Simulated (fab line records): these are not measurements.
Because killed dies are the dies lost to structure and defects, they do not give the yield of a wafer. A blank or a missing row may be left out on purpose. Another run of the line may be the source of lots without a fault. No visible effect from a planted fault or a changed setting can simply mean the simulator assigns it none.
A struck lot beside a sound one || flow gf180mcu || 44 out of 602 route steps
Sound: wafers L864.3, L864.4, L864.6. Struck: wafers L870.3, L870.5. (L870.2 of the same lot was not struck and is left out.) The cause comes at the end.
For every step that has rows: the tool of each side, followed by ch and its chambers, followed by its first start. Under that, the readings that differ: sound wafers || struck wafers || difference of the means || sigmas: that difference in standard deviations of wafers without a fault.
alike: words and numbers the same on both sides, and readings whose means are apart by under 2 such deviations; not compared: readings that were withheld, readings missing a value for some wafer, numbers with overlapping values and no deviation given by the record, and bounds like >300 which may hide the same value.
Wherever a step has rows on one side only, a row that says differs or no value, or a row with sigmas, the two part there. Numbers that don't overlap but have no deviation are shown without sigmas and don't part them. A reading missing from all wafers of one side parts the sides only when that side holds two or more wafers.

first, 3 steps without rows for these wafers: GF_CONTACT_CLEAN_20 (cleans in DIW); GF_CONTACT_CLEAN_21 (cleans in dHF, time 20 s); GF_CONTACT_SPUTTER_22 (material Ti, target thk 15 nm, time 80.02 s).
GF_CONTACT_SPUTTER_23: material TiN, target thk 10 nm, time 40 s.
  sound: pvd-sputter-04 at day 18 15:54; struck: pvd-sputter-01 at day 20 15:57
  alike: cathode-dc-power-W, throttle-valve-pct
GF_CONTACT_CVD_24: deposits W, target thk 300 nm, time 90.339 s.
  sound on cvd-w-01 ch 0,1, day 18 15:58; struck on cvd-w-01 ch 0, day 20 15:59
  alike: chamber-pressure-Torr, heater-power-w
GF_CONTACT_RS_MEAS_25: the measuring method here is four-point-probe.
  sound: film-metro-02 at day 18 16:05; struck: film-metro-02 at day 20 16:07
  alike: CONTACT_W_RS
GF_CONTACT_THK_MEAS_26: measures by xrf.
  sound: film-metro-02 at day 18 16:11; struck: film-metro-02 at day 20 16:13
  alike: CONTACT_W_THK
GF_CONTACT_CMP_27: polishes, stops on SiO2, t overpolish 15 s, target thk 0 nm.
  sound on cmp-02 ch 0,1,3, day 18 16:19; struck on cmp-01 ch 0,1, day 20 16:16
  alike: head-pressure-psi, motor-current-A, overpolish-run-s, time-to-endpoint-s
GF_M1_SPUTTER_00: material Ti, target thk 37.5 nm, time 150 s.
  sound: pvd-sputter-02 at day 18 16:31; struck: pvd-sputter-02 at day 20 16:34
  alike: cathode-dc-power-W, throttle-valve-pct
then, 1 step without rows for these wafers: GF_M1_SPUTTER_01 (material TiN, target thk 30 nm, time 25 s).
GF_M1_SPUTTER_02: material AlCu, target thk 450 nm, time 23.9 s.
  sound: pvd-sputter-02 at day 18 16:39; struck: pvd-sputter-02 at day 20 16:42
  alike: cathode-dc-power-W, throttle-valve-pct
then, 1 step without rows for these wafers: GF_M1_SPUTTER_03 (material Ti, target thk 10 nm, time 6.7 s).
GF_M1_SPUTTER_04: material TiN, target thk 50 nm, time 41.7 s.
  sound: pvd-sputter-02 at day 18 16:42; struck: pvd-sputter-02 at day 20 16:45
{"reading": "model.TiN_of_M1_SPUTTER_04.thk-nm (nm)", "sound": "49.97 50.04 49.62", "struck": "63.25 63.29", "difference": "+13.39", "sigmas": ""}
  alike: cathode-dc-power-W, throttle-valve-pct
GF_M1_RS_MEAS_05: the measuring method here is four-point-probe.
  sound: film-metro-01 at day 18 16:47; struck: film-metro-03 at day 20 16:49
  alike: M1_ALCU_RS
GF_M1_THK_MEAS_06: measures by xrf.
  sound: film-metro-01 at day 18 16:53; struck: film-metro-03 at day 20 16:55
{"reading": "M1_ALCU_THK (nm)", "sound": "449 450 445", "struck": "436 439", "difference": -10, "sigmas": -2}
then, 7 steps without rows for these wafers: GF_M1_DEHYDRATE_07 (time 60 s); GF_M1_HMDS_08 (prime time 60 s); GF_M1_COAT_09 (resist thk 1000 nm); GF_M1_SOFTBAKE_10 (time 60 s); GF_M1_EXPOSE_11 (exposes mask Metal1, target cd 230 nm); GF_M1_PEB_12 (peb time 90 s); GF_M1_DEVELOP_13 (develop time 60 s).
GF_M1_CD_MEAS_14 targets a cd of 230 nm.
  sound: cd-sem-02 at day 19 17:01; struck: cd-sem-02 at day 21 16:35
  alike: cd-nm
GF_M1_OVL_MEAS_15:
  sound: overlay-02 at day 19 17:07; struck: overlay-01 at day 21 16:42
  alike: M1_OVL
then, 5 steps without rows for these wafers: GF_M1_METAL_ETCH_16 (etches the open film in Cl2/BCl3, stops on SiO2, target depth 750.8 nm, time 125.1 s); GF_M1_STRIP_17 (strips in O2/N2); GF_M1_STRIP_18 (strips in post etch residue remover, time 1200 s); GF_M1_CLEAN_19 (cleans in DIW); GF_V1_CVD_00 (deposits SiO2, target thk 600 nm, time 103.7 s).
GF_V1_THK_MEAS_01:
  sound: film-metro-03 at day 19 18:27; struck: film-metro-03 at day 21 17:33
  alike: V1_CVD_00_THK
then, 1 step without rows for these wafers: GF_V1_CVD_02 (deposits SiO2 from TEOS, target thk 850 nm, time 94.851 s).
GF_V1_THK_MEAS_03:
  sound: film-metro-02 at day 19 18:35; struck: film-metro-03 at day 21 17:41
  alike: V1_CVD_02_THK
then, 1 step without rows for these wafers: GF_V1_CMP_04 (polishes SiO2).
GF_V1_BOW_MEAS_05:
  sound: film-metro-04 at day 19 18:58; struck: film-metro-03 at day 21 18:03
{"reading": "V1_BOW (um)", "sound": "65 70 71", "struck": "86 84", "difference": "+16", "sigmas": "+2"}
then, 8 steps without rows for these wafers: GF_V1_DEHYDRATE_06 (time 60 s); GF_V1_HMDS_07 (prime time 60 s); GF_V1_COAT_08; GF_V1_COAT_09 (resist thk 1000 nm); GF_V1_SOFTBAKE_10 (time 60 s); GF_V1_EXPOSE_11 (exposes mask Via1, target cd 260 nm); GF_V1_PEB_12 (peb time 90 s); GF_V1_DEVELOP_13 (develop time 60 s).
GF_V1_STRIP_19: strips in post etch residue remover, time 1200 s.
  sound on wet-bench-04 ch 2, day 20 19:51; struck on wet-bench-02 ch 3, day 22 18:04
{"reading": "model.TiN_of_M1_SPUTTER_04.thk-nm (nm)", "sound": "49.13 49.2 48.78", "struck": "62.42 62.47", "difference": "+13.41", "sigmas": ""}
-- the record jumps here: 10 days lie between the struck wafers' starts before and after (it left off in module V1 and takes up again in module PASSIVATION, whose first step shown is number 602 of the route) --
GF_PASSIVATION_PROBE_99:
  only the struck wafers here have rows in the record (prober-01, day 32 14:16); the sound ones have none

== WHERE THEY PART ==
At GF_M1_THK_MEAS_06 first; at GF_PASSIVATION_PROBE_99 last (within this record only).

WHY: whatever the simulator had introduced
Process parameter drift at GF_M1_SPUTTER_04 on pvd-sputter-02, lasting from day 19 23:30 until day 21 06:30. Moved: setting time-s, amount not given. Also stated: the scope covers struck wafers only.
